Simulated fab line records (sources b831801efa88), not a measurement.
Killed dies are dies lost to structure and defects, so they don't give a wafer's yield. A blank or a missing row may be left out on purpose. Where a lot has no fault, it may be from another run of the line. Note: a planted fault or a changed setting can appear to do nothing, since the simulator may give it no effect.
2 desks looking at one fault :: flow gf180mcu :: every desk sees just its own numbers, and what lay behind them comes last

## METROLOGY DESK
What the gauges read for every lot (on any tool): the sampled wafers with a number, averaged. If a lot's mean is further than 4 standard deviations from the usual mean, the lot is out of limits and carries the mark OUT (the distance appears in the brackets).
Columns: A = M4_ALCU_RS at GF_M4_RS_MEAS_05, usual 0.0696 ohm/sq; B = M4_ALCU_THK at GF_M4_THK_MEAS_06, usual 448 nm; C = cd nm at GF_M4_CD_MEAS_14, usual 280.0 nm
lot: L308
first seen here: day 22 07:52
A: 0.0695
B: 454
C: 281.4

lot: L313
first seen here: day 24 06:08
A: 0.0697
B: 445
C: -

lot: L314
first seen here: day 24 11:58
A: 0.0699
B: 444
C: -

lot: L324
first seen here: day 27 23:51
A: 0.0694
B: 452
C: 279.3

lot: L326
first seen here: day 28 12:36
A: 0.0700
B: 448
C: 279.2

lot: L328
first seen here: day 29 00:05
A: 0.0693
B: 446
C: 278.9
This desk's finding: nothing out of limits on any of the 6 lots.

## AT THE TOOL OWNER'S DESK: litho track-03
The tool's own readings at GF_M4_DEVELOP_13 (develop time 60 s): means of the sampled wafers that have a number, for each lot that ran on this tool. If a lot's mean is further than 4 standard deviations from the usual mean, the lot is out of limits and carries the mark OUT (the distance appears in the brackets).
Columns: A = chill plate temp C at GF_M4_DEVELOP_13, usual 23.00 C
lot: L308
first seen here: day 23 06:59
A: 23.08

lot: L324
first seen here: day 28 19:41
A: 22.98

lot: L326
first seen here: day 29 07:22
A: 22.96
This desk's finding: nothing out of limits on any of the 3 lots.

## TAKEN TOGETHER
Metrology desk: nothing out of limits seen.
The desk of the tool owner found nothing out of limits.

## WHAT THE SIMULATOR HAD INSERTED
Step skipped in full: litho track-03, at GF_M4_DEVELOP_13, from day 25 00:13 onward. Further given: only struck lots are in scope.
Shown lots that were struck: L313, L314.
